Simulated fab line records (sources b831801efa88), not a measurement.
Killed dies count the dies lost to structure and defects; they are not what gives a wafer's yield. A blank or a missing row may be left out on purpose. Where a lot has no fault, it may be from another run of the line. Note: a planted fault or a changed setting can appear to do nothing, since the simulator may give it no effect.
fab line records | flow sky130
[record] lots = 6 wafers = 18 last-day = 48
route steps=708 shown VIA3@587 METAL4@598 CAP2M@603 PAD_OPEN@708
lots that met no fault: from a run of the same line without faults
start-h: hours from the record's opening day to when the first of the lot's shown wafers began | wait-h: hours since the lot's step before | " identical to the entry in the row above | L1.1+2: a single row standing in for several wafers | - no value, or no start was given | * or withheld: withheld | < > ~ a bound
route shown NAME@n: names a module that has steps shown in the file, with the first one's number in the route | usual: mean/standard deviation of fault-free wafers | same: alike in all rows | chamber/n: place in a boat | sites: each site's reading | _std_site: standard deviation of those values | _edge_site: the outer-site mean with the inner-site mean subtracted | radius-mm: for every site, how far away it sits from the centre of the wafer | mask NAME#n: copy n | behind: the most recent tool/chamber to have shaped the wafer | hold: the reason the lot was held/the length of the hold in hours/how it ended | device: which transistor (n, p or np) failed to switch | end of line: tests of these same wafers at the route's end | a step with no rows: only its recipe | killed: dies lost to structure and defects at the first sort, not the wafer's yield | map: per-die view of a wafer (x killed, . not killed, _ where there is no die)
set.NAME: setting as actually run; set.NAME@STEP: the setting as run at that earlier step | model.NAME: the simulator's own value behind a step, which no gauge read
lots at selected steps of the route; one table per step, one row per wafer
services: the hour from which a tool's chamber was out of use, counted from the record's first day as start-h (under 0 if before that day), plus the number of hours and why
[[steps]]
[step SKY_VIA3_ETCH_14]
[recipe] chemistry = N2/H2 target = BARC ion-energy-ev = 200 source-w = 500 bias-w = 100 pressure-mtorr = 30 n2-flow-sccm = 100 h2-flow-sccm = 200 stop-on = SiO2 time-s = 45.9 target-depth-a = 600
[step SKY_VIA3_ETCH_15]
[recipe] target = SiO2 chemistry = C4F8/O2/Ar target-depth-nm = 507 stop-on = TiN mask-material = KrF-thick source-w = 1500 bias-w = 1200 pressure-mtorr = 40 c4f8-flow-sccm = withheld O2_flow_sccm = 6 Ar_flow_sccm = 300 time-s = 78
[step SKY_VIA3_STRIP_16]
[recipe] chemistry = O2/N2 power-w = 1400 pressure-mtorr = 1500 platen-temp-c = withheld o2-flow-sccm = 3000 n2-flow-sccm = 300 overash-fraction = 0.5
[usual] drypump-motor-current-A = 5.7/0.49 oes-product-au = 0.401/0.0048 strip-time-to-endpoint-s = 4.119/0.026
// columns lot.wafer tool chamber start-h wait-h drypump-motor-current-A oes-product-au rf-hours-counter-h strip-time-to-endpoint-s
L112.2 plasma-asher-04 0 968.95 0.0 5.0 0.393 116 4.061
L112.5 " 1 " " 5.2 0.398 - 4.115
L112.6 " 0 " " 5.0 0.398 - 4.080
L114.1 plasma-asher-04 1 985.15 0.0 5.2 0.394 117 4.093
L114.3 " 0 " " 5.0 0.407 - 4.104
L114.4 " 1 " " 5.2 0.398 - 4.123
L116.1 plasma-asher-03 1 998.14 0.0 6.1 0.397 22 4.151
L116.3 " 0 " " 5.2 0.406 - 4.143
L116.4 " 1 " " 6.1 0.399 - 4.159
L118.1 plasma-asher-04 0 1008.54 0.0 5.0 0.404 120 4.167
L118.2 " 1 " " 5.2 0.401 120 4.147
L118.6 " 0 " " 5.0 0.397 - 4.172
L119.1 plasma-asher-01 0 1021.09 0.0 6.3 0.400 60 4.135
L119.3 " 1 " " 5.6 0.401 - 4.136
L119.5 " 1 " " 5.7 0.404 - 4.127
L120.1 plasma-asher-01 0 1022.36 0.0 6.4 0.394 61 4.113
L120.2 " 1 " " 5.6 0.398 61 4.147
L120.5 " 1 " " 5.6 0.396 - 4.137
[step SKY_VIA3_STRIP_17]
[recipe] chemistry = post-etch-residue-remover time-s = 1200 temp-c = 72.5
[step SKY_VIA3_CLEAN_18]
[recipe] chemistry = IPA time-s = 180 temp-c = 25
[step SKY_VIA3_CLEAN_19]
[recipe] chemistry = O3/DIW dry = n2-spin
[step SKY_VIA3_SPUTTER_20]
[recipe] material = TiN target-thk-nm = 20 chamber-pressure-pa = 5 power-w = 4000 time-s = 80
[usual] throttle-valve-pct = 29.4/0.86
// columns lot.wafer tool chamber start-h wait-h throttle-valve-pct
L112.2 pvd-sputter-03 - 969.54 0.0 29.6
L112.5 " - " " 29.3
L112.6 " - " " 27.9
L114.1 pvd-sputter-02 - 985.74 0.0 29.3
L114.3 " - " " 30.2
L114.4 " - " " 29.2
L116.1 pvd-sputter-03 - 998.75 0.0 28.2
L116.3 " - " " 29.3
L116.4 " - " " 29.0
L118.1 pvd-sputter-03 - 1009.14 0.0 27.9
L118.2 " - " " 30.8
L118.6 " - " " 30.8
L119.1 pvd-sputter-02 - 1021.72 0.0 29.6
L119.3 " - " " 28.5
L119.5 " - " " 29.8
L120.1 pvd-sputter-03 - 1022.96 0.0 30.8
L120.2 " - " " 29.6
L120.5 " - " " 28.1
[step SKY_VIA3_CVD_21]
[recipe] material = W target-thk-nm = 390 time-s = 117.31 temp-c = 400 pressure-torr = 40
[step SKY_VIA3_RS_MEAS_22]
[recipe] thk-meas-gauge = four-point-probe reads = W_of_VIA3_CVD_21+TiN_of_VIA3_SPUTTER_20
[usual] VIA3_W_RS = 0.295/0.0045
// columns lot.wafer tool chamber start-h wait-h VIA3_W_RS[ohm/sq]
L112.2 film-metro-01 - 969.74 0.1 0.299
L112.5 " - " " 0.293
L112.6 " - " " 0.295
L114.1 film-metro-01 - 985.92 0.1 0.295
L114.3 " - " " 0.291
L114.4 " - " " 0.298
L116.1 film-metro-03 - 998.93 0.1 0.296
L116.3 " - " " 0.293
L116.4 " - " " 0.297
L118.1 film-metro-01 - 1009.32 0.1 0.297
L118.2 " - " " 0.291
L118.6 " - " " 0.298
L119.1 film-metro-04 - 1021.90 0.1 0.298
L119.3 " - " " 0.297
L119.5 " - " " 0.297
L120.1 film-metro-01 - 1023.14 0.1 0.297
L120.2 " - " " 0.300
L120.5 " - " " 0.296
[step SKY_VIA3_THK_MEAS_23]
[recipe] thk-meas-gauge = xrf reads = W_of_VIA3_CVD_21
[usual] VIA3_W_THK = 388/9.1
// columns lot.wafer tool chamber start-h wait-h VIA3_W_THK[nm]
L112.2 film-metro-01 - 969.85 0.1 385
L112.5 " - " " 395
L112.6 " - " " 389
L114.1 film-metro-01 - 986.04 0.1 396
L114.3 " - " " 401
L114.4 " - " " 391
L116.1 film-metro-03 - 999.05 0.1 381
L116.3 " - " " 384
L116.4 " - " " 377
L118.1 film-metro-01 - 1009.44 0.1 392
L118.2 " - " " 400
L118.6 " - " " 391
L119.1 film-metro-04 - 1022.02 0.1 386
L119.3 " - " " 389
L119.5 " - " " 386
L120.1 film-metro-01 - 1023.26 0.1 389
L120.2 " - " " 387
L120.5 " - " " 392
[step SKY_VIA3_CMP_24]
[recipe] stop-on = SiO2 t-overpolish-s = 20 down-force-psi = 3.5 platen-rpm = 60 target-thk-nm = 0 pad-velocity-m-s = 0.94248
[step SKY_METAL4_SPUTTER_00]
[recipe] material = Ti target-thk-nm = 15 power-w = 3000 time-s = 10 chamber-pressure-pa = 0.4
[step SKY_METAL4_SPUTTER_01]
[recipe] material = TiN target-thk-nm = 20 power-w = 6500 time-s = 16.7 chamber-pressure-pa = 0.4
[usual] throttle-valve-pct = 29.5/0.64
// columns lot.wafer tool chamber start-h wait-h throttle-valve-pct
L112.2 pvd-sputter-02 - 970.23 0.0 29.6
L112.5 " - " " 29.5
L112.6 " - " " 29.9
L114.1 pvd-sputter-01 - 986.43 0.0 29.8
L114.3 " - " " 29.7
L114.4 " - " " 29.9
L116.1 pvd-sputter-03 - 999.45 0.0 30.6
L116.3 " - " " 29.4
L116.4 " - " " 29.2
L118.1 pvd-sputter-02 - 1009.82 0.0 29.5
L118.2 " - " " 28.6
L118.6 " - " " 29.3
L119.1 pvd-sputter-01 - 1022.40 0.0 29.8
L119.3 " - " " 29.7
L119.5 " - " " 29.4
L120.1 pvd-sputter-02 - 1023.65 0.0 28.7
L120.2 " - " " 29.9
L120.5 " - " " 29.4
[step SKY_METAL4_SPUTTER_02]
[recipe] material = AlCu target-thk-nm = 735 power-w = 10600 time-s = 39.1 chamber-pressure-pa = 0.4
[step SKY_METAL4_SPUTTER_03]
[recipe] material = Ti target-thk-nm = 5 power-w = 3000 time-s = 3.3 chamber-pressure-pa = 0.4
[usual] throttle-valve-pct = 29.5/0.61
// columns lot.wafer tool chamber start-h wait-h throttle-valve-pct
L112.2 pvd-sputter-02 - 970.29 0.0 29.0
L112.5 " - " " 29.7
L112.6 " - " " 29.9
L114.1 pvd-sputter-01 - 986.49 0.0 29.6
L114.3 " - " " 29.6
L114.4 " - " " 29.8
L116.1 pvd-sputter-03 - 999.52 0.0 30.6
L116.3 " - " " 29.3
L116.4 " - " " 28.8
L118.1 pvd-sputter-02 - 1009.89 0.0 29.6
L118.2 " - " " 28.5
L118.6 " - " " 29.7
L119.1 pvd-sputter-01 - 1022.47 0.0 29.7
L119.3 " - " " 29.8
L119.5 " - " " 29.4
L120.1 pvd-sputter-02 - 1023.71 0.0 28.7
L120.2 " - " " 29.9
L120.5 " - " " 29.3
[step SKY_METAL4_SPUTTER_04]
[recipe] material = TiN target-thk-nm = 70 power-w = 6500 time-s = 58.3 chamber-pressure-pa = 0.4
[step SKY_CAP2M_CVD_00]
[recipe] material = SiO2 target-thk-nm = 15.5 temp-c = 400 time-s = withheld rf-w = 450
[usual] heater-power-w = 719/84 rf-fwd-power-W = 441.7/1.9 susceptor-temp-C = 400.03/0.26
// columns lot.wafer tool chamber start-h wait-h heater-power-w rf-fwd-power-W susceptor-temp-C
L112.2 pecvd-03 0 970.36 0.0 717 442.2 400.05
L112.5 " 2 " " 763 442.5 399.86
L112.6 " 0 " " 730 443.5 399.92
L114.1 pecvd-02 2 986.56 0.0 817 439.2 400.37
L114.3 " 0 " " 796 444.8 400.05
L114.4 " 2 " " 809 440.1 399.97
L116.1 pecvd-01 0 999.58 0.0 585 440.0 400.51
L116.3 " 1 " " 740 440.2 399.75
L116.4 " 0 " " 573 439.2 400.58
L118.1 pecvd-03 0 1009.95 0.0 729 442.8 400.32
L118.2 " 2 " " 670 443.4 400.13
L118.6 " 0 " " 722 442.6 400.10
L119.1 pecvd-02 0 1022.54 0.0 677 444.4 399.91
L119.3 " 2 " " 852 442.2 399.93
L119.5 " 1 " " 603 442.1 399.93
L120.1 pecvd-03 0 1023.78 0.0 742 443.2 400.20
L120.2 " 2 " " 652 442.0 400.03
L120.5 " 0 " " 720 440.9 400.11
[step SKY_CAP2M_THK_MEAS_01]
[recipe] reads = SiO2_of_CAP2M_CVD_00
[usual] CAP2M_CVD_00_THK = 15.49/0.25
// columns lot.wafer tool chamber start-h wait-h CAP2M_CVD_00_THK[nm]
L112.2 film-metro-01 - 970.39 - 15.19
L112.5 " - " " 15.10
L112.6 " - " " 15.56
L114.1 film-metro-02 - 986.58 - 14.95
L114.3 " - " " 14.86
L114.4 " - " " 15.14
L116.1 film-metro-03 - 999.61 - 15.21
L116.3 " - " " 14.99
L116.4 " - " " 15.31
L118.1 film-metro-01 - 1009.98 - 15.02
L118.2 " - " " 15.02
L118.6 " - " " 15.30
L119.1 film-metro-02 - 1022.56 - 15.77
L119.3 " - " " 15.63
L119.5 " - " " 15.62
L120.1 film-metro-02 - 1023.81 - 15.45
L120.2 " - " " 15.32
L120.5 " - " " 15.69
[step SKY_CAP2M_SPUTTER_02]
[recipe] material = TiN target-thk-nm = 200 temp-c = 300 power-w = 6758 time-s = 166.7 chamber-pressure-pa = 0.4
[usual] susceptor-temp-C = 300.01/0.18 throttle-valve-pct = 29.6/0.7
// columns lot.wafer tool chamber start-h wait-h susceptor-temp-C throttle-valve-pct
L112.2 pvd-sputter-04 - 970.44 0.0 300.24 30.6
L112.5 " - " " 300.32 30.7
L112.6 " - " " 300.03 28.6
L114.1 pvd-sputter-02 - 986.64 0.1 299.90 29.5
L114.3 " - " " 300.08 30.1
L114.4 " - " " 300.17 29.6
L116.1 pvd-sputter-02 - 999.67 0.1 299.82 30.3
L116.3 " - " " 300.08 28.7
L116.4 " - " " 299.93 29.3
L118.1 pvd-sputter-01 - 1010.04 0.1 300.14 29.8
L118.2 " - " " 299.97 30.1
L118.6 " - " " 299.99 29.3
L119.1 pvd-sputter-02 - 1022.62 0.1 300.13 28.5
L119.3 " - " " 300.13 30.3
L119.5 " - " " 300.31 29.4
L120.1 pvd-sputter-02 - 1023.87 0.1 299.90 28.9
L120.2 " - " " 299.96 30.0
L120.5 " - " " 300.28 29.4
[step SKY_CAP2M_RS_MEAS_03]
[recipe] thk-meas-gauge = four-point-probe reads = TiN_of_CAP2M_SPUTTER_02
[usual] CAP2M_TIN_RS = 6.66/0.065
// columns lot.wafer tool chamber start-h wait-h CAP2M_TIN_RS[ohm/sq]
L112.2 film-metro-03 - 970.57 0.1 6.66
L112.5 " - " " 6.68
L112.6 " - " " 6.59
L114.1 film-metro-01 - 986.75 0.1 6.78
L114.3 " - " " 6.72
L114.4 " - " " 6.70
L116.1 film-metro-01 - 999.77 0.1 6.57
L116.3 " - " " 6.67
L116.4 " - " " 6.55
L118.1 film-metro-02 - 1010.15 0.1 6.59
L118.2 " - " " 6.65
L118.6 " - " " 6.70
L119.1 film-metro-01 - 1022.73 0.1 6.65
L119.3 " - " " 6.62
L119.5 " - " " 6.61
L120.1 film-metro-02 - 1023.98 0.1 6.81
L120.2 " - " " 6.76
L120.5 " - " " 6.73
[step SKY_CAP2M_THK_MEAS_04]
[recipe] thk-meas-gauge = xrf reads = TiN_of_CAP2M_SPUTTER_02
[usual] CAP2M_TIN_THK = 205.7/2.2
// columns lot.wafer tool chamber start-h wait-h CAP2M_TIN_THK[nm]
L112.2 film-metro-03 - 970.68 0.1 205.7
L112.5 " - " " 204.6
L112.6 " - " " 207.9
L114.1 film-metro-01 - 986.87 0.1 202.0
L114.3 " - " " 203.6
L114.4 " - " " 204.3
L116.1 film-metro-01 - 999.89 0.1 208.7
L116.3 " - " " 204.4
L116.4 " - " " 208.1
L118.1 film-metro-02 - 1010.27 0.1 209.3
L118.2 " - " " 207.4
L118.6 " - " " 205.7
L119.1 film-metro-01 - 1022.85 0.1 204.7
L119.3 " - " " 205.6
L119.5 " - " " 205.6
L120.1 film-metro-02 - 1024.10 0.1 203.0
L120.2 " - " " 204.5
L120.5 " - " " 203.9
[step SKY_CAP2M_DEHYDRATE_05]
[recipe] temp-c = 200 time-s = 60
[step SKY_CAP2M_HMDS_06]
[recipe] prime-time-s = 60 prime-temp-c = 120
[step SKY_CAP2M_COAT_07]
[recipe] resist = NOVOLAK spin-rpm = 3000 resist-thk-nm = 1140
[step SKY_CAP2M_SOFTBAKE_08]
[recipe] temp-c = 90 time-s = 60 resist = NOVOLAK
[step SKY_CAP2M_EXPOSE_09]
[recipe] mask-id = CAP2M na = 0.6 source-shape = conventional sigma-outer = 0.6 polarization = unpolarized target-cd-nm = 1000 dose-mj = 159
[step SKY_CAP2M_PEB_10]
[recipe] temp-c = withheld time-s = * resist = NOVOLAK
[step SKY_CAP2M_DEVELOP_11]
[recipe] resist = NOVOLAK developer = TMAH develop-time-s = 60 dev-temp-c = 23
[step SKY_CAP2M_OVL_MEAS_12]
[usual] CAP2M_OVL = 0.0/1.2
// columns lot.wafer tool chamber start-h wait-h CAP2M_OVL[nm]
L112.2 overlay-01 - 993.94 0.1 0.3
L112.5 " - " " 0.6
L112.6 " - " " 0.7
L114.1 overlay-01 - 1008.98 0.1 -1.2
L114.3 " - " " -2.0
L114.4 " - " " -0.6
L116.1 overlay-01 - 1022.59 0.1 1.4
L116.3 " - " " -0.5
L116.4 " - " " 0.8
L118.1 overlay-02 - 1032.69 0.1 -1.6
L118.2 " - " " -0.4
L118.6 " - " " -1.0
L119.1 overlay-02 - 1044.48 0.1 1.0
L119.3 " - " " -0.6
L119.5 " - " " 0.5
L120.1 overlay-02 - 1046.53 0.1 -0.4
L120.2 " - " " -0.2
L120.5 " - " " -1.3
[step SKY_CAP2M_METAL_ETCH_13]
[recipe] target-depth-nm = 220 stop-on = SiO2 chemistry = Cl2/BCl3 target = TiN pressure-mtorr = 10 icp-w = 900 bias-w = 48.5 Cl2_flow_sccm = 60 bcl3-flow-sccm = 30 time-s = 62.9
[step SKY_CAP2M_STRIP_14]
[recipe] chemistry = O2/N2 power-w = 1400 pressure-mtorr = 1500 platen-temp-c = withheld o2-flow-sccm = 3000 n2-flow-sccm = 300 overash-fraction = 0.5
[step SKY_CAP2M_STRIP_15]
[recipe] chemistry = post-etch-residue-remover time-s = 1200 temp-c = 72.5
[step SKY_CAP2M_CLEAN_16]
[recipe] chemistry = IPA time-s = 180 temp-c = 25
[step SKY_CAP2M_CLEAN_17]
[recipe] chemistry = O3/DIW dry = n2-spin
[step SKY_METAL4_DEHYDRATE_05]
[recipe] temp-c = 200 time-s = 60
[step SKY_METAL4_HMDS_06]
[recipe] prime-time-s = 60 prime-temp-c = 120
[step SKY_METAL4_COAT_07]
[recipe] resist = BARC temp-c = withheld time-s = withheld spin-rpm = 3000 resist-thk-nm = 60
[step SKY_METAL4_COAT_08]
[recipe] resist = KrF-thick spin-rpm = 3000 resist-thk-nm = 1140
[step SKY_METAL4_SOFTBAKE_09]
[recipe] temp-c = 100 time-s = 90 resist = KrF-thick
[step SKY_METAL4_EXPOSE_10]
[recipe] mask-id = MM4 na = 0.68 source-shape = annular sigma-inner = 0.4 sigma-outer = 0.8 target-cd-nm = 300 dose-mj = 28
[step SKY_METAL4_PEB_11]
[recipe] peb-temp-c = withheld peb-time-s = withheld resist = KrF-thick
[step SKY_METAL4_DEVELOP_12]
[recipe] develop-time-s = 60 resist = KrF-thick dev-temp-c = 21
[step SKY_PAD_OPEN_PROBE_99]
[usual] defect-limited-yield = 82.5/1.8 killed_at_M0_to_M3 = 45/6.8 killed_at_M4_up = 3.1/2 killed-at-contacts = 23/5.2 killed-at-front-end = 14/3.7 killed-at-other = 0.3/0.61 killed-dies = 86/9 killed-open = 46/6.9 killed-short = 39/6.4 sort_bin_3_pad_short = 0.9/0.44 sort_bin_5_function = 10.5/1.4 sort_bin_6_memory = 6.1/1.1 sort-n-pass = 406/9 sort-yield-pct = 82.5/1.8
[same] gross-dies = 492 killed-at-back-side = 0 sort_bin_4_leakage[%] = 0 sort_bin_8_speed[%] = 0
// columns lot.wafer tool chamber start-h wait-h defect-limited-yield[%] killed_at_M0_to_M3 killed_at_M4_up killed-at-contacts killed-at-front-end killed-at-other killed-dies killed-open killed-short sort_bin_3_pad_short[%] sort_bin_5_function[%] sort_bin_6_memory[%] sort-n-pass sort-yield-pct[%] model.etest.tester.sort-n-pass model.etest.tester.sort-yield-pct model.etest.tester.sort_bin_5_pct model.etest.tester.sort_bin_3_pct
L112.2 prober-01 - 1109.80 0.1 83.1 44 1 20 17 1 83 40 43 0.4 9.8 6.7 409 83.1 409 83.13 9.756 0.4065
L112.5 prober-01 - 1109.95 0.2 82.3 56 5 14 12 0 87 41 46 0.8 10.0 6.9 405 82.3 405 82.32 9.959 0.813
L112.6 prober-01 - 1110.00 0.2 83.7 46 1 17 16 0 80 33 47 0.6 10.6 5.1 412 83.7 412 83.74 10.57 0.6098
L114.1 prober-01 - 1120.81 0.1 84.6 44 1 18 13 0 76 51 25 0.6 9.6 5.3 416 84.6 416 84.55 9.553 0.6098
L114.3 prober-01 - 1120.91 0.2 83.5 40 1 23 17 0 81 38 43 1.0 9.3 6.1 411 83.5 411 83.54 9.35 1.016
L114.4 prober-01 - 1120.96 0.2 82.5 42 1 26 15 2 86 44 42 1.4 10.2 5.9 406 82.5 406 82.52 10.16 1.423
L116.1 prober-01 - 1134.00 0.1 83.1 39 3 26 15 0 83 45 38 1.2 9.1 6.5 409 83.1 409 83.13 9.146 1.22
L116.3 prober-01 - 1134.10 0.2 85.2 41 0 18 13 1 73 45 28 0.6 10.2 4.1 419 85.2 419 85.16 10.16 0.6098
L116.4 prober-01 - 1134.15 0.2 78.9 58 5 25 16 0 104 60 44 1.0 12.2 7.9 388 78.9 388 78.86 12.2 1.016
L118.1 prober-01 - 1141.25 0.1 76.4 31 48 22 15 0 116 32 38 2.6 14.2 6.7 376 76.4 376 76.42 14.23 2.642
L118.2 prober-01 - 1141.30 0.1 76.4 37 47 20 11 1 116 38 35 3.3 14.6 5.7 376 76.4 376 76.42 14.63 3.252
L118.6 prober-01 - 1141.50 0.2 73.0 39 62 19 12 1 133 31 43 4.5 15.4 7.1 359 73.0 359 72.97 15.45 4.472
L120.1 prober-01 - 1153.76 0.1 75.4 49 38 15 19 0 121 48 37 3.7 15.0 5.9 371 75.4 371 75.41 15.04 3.659
L120.2 prober-01 - 1153.81 0.1 75.2 48 39 23 12 0 122 35 50 3.7 16.1 5.1 370 75.2 370 75.2 16.06 3.659
L120.5 prober-01 - 1153.96 0.2 73.0 42 49 26 15 1 133 47 39 4.1 15.9 7.1 359 73.0 359 72.97 15.85 4.065
// killed by level:class
L112.2 METAL2:geometric-particle:short=8 CONTACT:geometric-particle:open=7 VIA3:geometric-particle:open=7 VIA1:geometric-particle:open=6 FIELD_ISO:geometric-particle:short=5 LOCAL_INTERCONNECT:geometric-particle:short=5 LI_CONTACT:geometric-particle:short=4 METAL1:geometric-particle:short=4
L112.5 VIA1:geometric-particle:open=11 METAL2:geometric-particle:short=8 VIA1:geometric-particle:short=7 METAL1:geometric-particle:short=7 VIA3:geometric-particle:open=6 VIA2:geometric-particle:open=5 POLY_GATE:geometric-particle:open=4 METAL4:geometric-particle:short=4
L112.6 METAL1:geometric-particle:short=8 LI_CONTACT:geometric-particle:open=6 METAL2:geometric-particle:short=6 METAL3:geometric-particle:short=6 VIA2:geometric-particle:open=5 FIELD_ISO:geometric-particle:short=4 FIELD_ISO:geometric-particle:open=4 POLY_GATE:geometric-particle:open=4
L114.1 VIA1:geometric-particle:open=13 VIA2:geometric-particle:open=9 CONTACT:geometric-particle:open=6 VIA3:geometric-particle:open=5 FIELD_ISO:geometric-particle:open=4 LI_CONTACT:geometric-particle:open=4 VIA2:geometric-particle:short=4 FIELD_ISO:geometric-particle:short=3
L114.3 VIA1:geometric-particle:open=7 POLY_GATE:geometric-particle:short=6 LI_CONTACT:geometric-particle:open=6 CONTACT:geometric-particle:open=6 METAL1:geometric-particle:short=6 METAL2:geometric-particle:short=6 VIA2:geometric-particle:open=6 FIELD_ISO:geometric-particle:short=4
L114.4 CONTACT:geometric-particle:open=13 VIA1:geometric-particle:open=7 FIELD_ISO:geometric-particle:short=6 VIA2:geometric-particle:open=6 VIA1:geometric-particle:short=6 VIA3:geometric-particle:open=6 LOCAL_INTERCONNECT:geometric-particle:short=5 METAL2:geometric-particle:short=5
L116.1 CONTACT:geometric-particle:open=9 VIA1:geometric-particle:open=9 METAL1:geometric-particle:short=8 FIELD_ISO:geometric-particle:open=6 CONTACT:geometric-particle:short=6 LI_CONTACT:geometric-particle:short=5 LI_CONTACT:geometric-particle:open=5 VIA2:geometric-particle:open=5
L116.3 VIA1:geometric-particle:open=11 CONTACT:geometric-particle:open=8 VIA2:geometric-particle:open=8 LI_CONTACT:geometric-particle:open=6 METAL1:geometric-particle:short=4 VIA1:geometric-particle:short=4 POLY_GATE:geometric-particle:short=3 METAL3:geometric-particle:short=3
L116.4 CONTACT:geometric-particle:open=12 VIA1:geometric-particle:open=11 VIA3:geometric-particle:open=10 VIA2:geometric-particle:open=9 METAL2:geometric-particle:short=7 LI_CONTACT:geometric-particle:open=6 METAL1:geometric-particle:short=5 VIA1:geometric-particle:short=5
L118.1 METAL4:unspecified=45 CONTACT:geometric-particle:open=9 VIA2:geometric-particle:open=7 FIELD_ISO:geometric-particle:short=6 VIA1:geometric-particle:short=5 LI_CONTACT:geometric-particle:open=5 CONTACT:geometric-particle:short=5 FIELD_ISO:geometric-particle:open=4
L118.2 METAL4:unspecified=43 VIA1:geometric-particle:open=10 METAL2:geometric-particle:short=7 FIELD_ISO:geometric-particle:short=5 LI_CONTACT:geometric-particle:open=5 CONTACT:geometric-particle:open=5 VIA2:geometric-particle:open=5 LOCAL_INTERCONNECT:geometric-particle:short=4
L118.6 METAL4:unspecified=59 METAL1:geometric-particle:short=9 CONTACT:geometric-particle:short=6 VIA1:geometric-particle:open=6 LI_CONTACT:geometric-particle:open=5 VIA1:geometric-particle:short=5 FIELD_ISO:geometric-particle:open=4 VIA2:geometric-particle:short=4
L120.1 METAL4:unspecified=36 VIA3:geometric-particle:open=9 VIA1:geometric-particle:open=8 CONTACT:geometric-particle:open=6 VIA2:geometric-particle:open=6 FIELD_ISO:geometric-particle:short=5 METAL2:geometric-particle:short=5 FIELD_ISO:geometric-particle:open=4
L120.2 METAL4:unspecified=37 VIA1:geometric-particle:short=11 VIA1:geometric-particle:open=10 CONTACT:geometric-particle:open=8 LOCAL_INTERCONNECT:geometric-particle:short=7 METAL1:geometric-particle:short=7 VIA3:geometric-particle:open=5 LI_CONTACT:geometric-particle:open=4
L120.5 METAL4:unspecified=46 VIA1:geometric-particle:open=12 CONTACT:geometric-particle:open=8 CONTACT:geometric-particle:short=7 METAL1:geometric-particle:short=7 VIA2:geometric-particle:open=7 METAL2:geometric-particle:short=6 VIA3:geometric-particle:open=6
// map L118.6 (x killed, . not)
__________.x.......x_________
________x......x......_______
______.....xx...x.xx...._____
_____x..x................____
____x...x.x.........x....x___
___........................__
__......x..x......x........._
_..x...x....xx........xx..x..
_.x...........xxxx..x........
_....x.x...x...xxxxx.x.......
_..........x.xxxxxxxxx.xx...x
_xx...........xxxxxxxx.......
_..x.....xx.xxxxxxxxxx.....xx
_xx.x...x.x..xxxxxxxxx.x.....
_......x.x.x..xxxxxxxx.......
__............x.xxx.x..xx..x_
___x.........x.x.x.......x.__
____.x...x.....x..........___
_____......x.......x.....____
______....x..x....x....._____
________....x..x.xx..._______
__________x......x.x_________
// map L120.5 (x killed, . not)
__________x..x......_________
________..xx..x..x...._______
______..x....x..x......x_____
_____.x...........x..x...____
____.x..x.x......x.......x___
___x....x..xx........x.x...__
__x.................x......._
_.xxx...x......x......xx.....
_.........x....x.x.x..x...x..
_...x.x.x..x...............x.
_.............x..............
_x.....x.....x..x..x..xx...x.
_......x.x.....x...x....xxx.x
_.........x.x......xx.xxxxxx.
_.....x......x..x..x.xxxxxxxx
__x............x....xxxxxxxx_
___x..xx.x...xx.....xxxxxxx__
____x........x.....xxxxxxx___
_____..x..x.......x...xxx____
______x..x..x.....x..x.x_____
________x...x......x.._______
__________....xx...x_________
[[services]]
// columns tool chamber start-h hours kind
pecvd-01 0 946.64 2.1 scheduled-down
pecvd-01 - 946.78 2.8 pm
pecvd-03 - 952.51 0.8 repair
pecvd-01 - 958.79 5.5 pm
pecvd-03 - 969.28 0.9 repair
pecvd-01 - 978.17 0.3 repair
pvd-sputter-04 - 978.96 110.0 repair
pecvd-01 2 980.67 4.2 repair
plasma-asher-01 - 983.80 0.5 repair
pecvd-01 0 987.00 6.6 repair
pecvd-01 2 988.36 2.1 scheduled-down
pecvd-02 1 992.45 5.3 repair
pvd-sputter-02 2 1004.36 - consumable-replace:kit
pvd-sputter-02 2 1004.36 18.0 scheduled-down
pvd-sputter-02 2 1004.36 18.0 vent-cycle
plasma-asher-04 - 1012.03 1.5 repair
pecvd-02 - 1012.22 2.0 repair
pecvd-03 1 1018.19 13.3 repair
pecvd-01 0 1022.18 3.4 repair
plasma-asher-03 - 1023.49 1.2 repair
[[key]]
[first-sign] step = SKY_PAD_OPEN_PROBE_99 reading = killed_at_M4_up direction = up sigmas = 22 usual = 3.1 struck = 47.2
[effect] step = SKY_PAD_OPEN_PROBE_99 reading = sort_bin_3_pad_short direction = up sigmas = 6.2 usual = 0.9 struck = 3.6
[model-effect] step = SKY_PAD_OPEN_PROBE_99 value = etest.tester.sort-n-pass without = 406.2 struck = 368.5
met-at SKY_METAL4_SPUTTER_01
struck-wafers L118.1,L118.2,L118.6,L120.1,L120.2,L120.5
onset-between 970.23 1009.82
also-fits SKY_VIA3_SPUTTER_20:pvd-sputter-03,SKY_METAL4_SPUTTER_03:pvd-sputter-02,SKY_CAP2M_CVD_00:pecvd-03
[fault] kind = chamber-particle-source tool = pvd-sputter-02 chamber = - onset-h = 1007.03 steps = SKY_METAL4_SPUTTER_01 rate-per-visit-cm2 = 1.5749 end-h = 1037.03
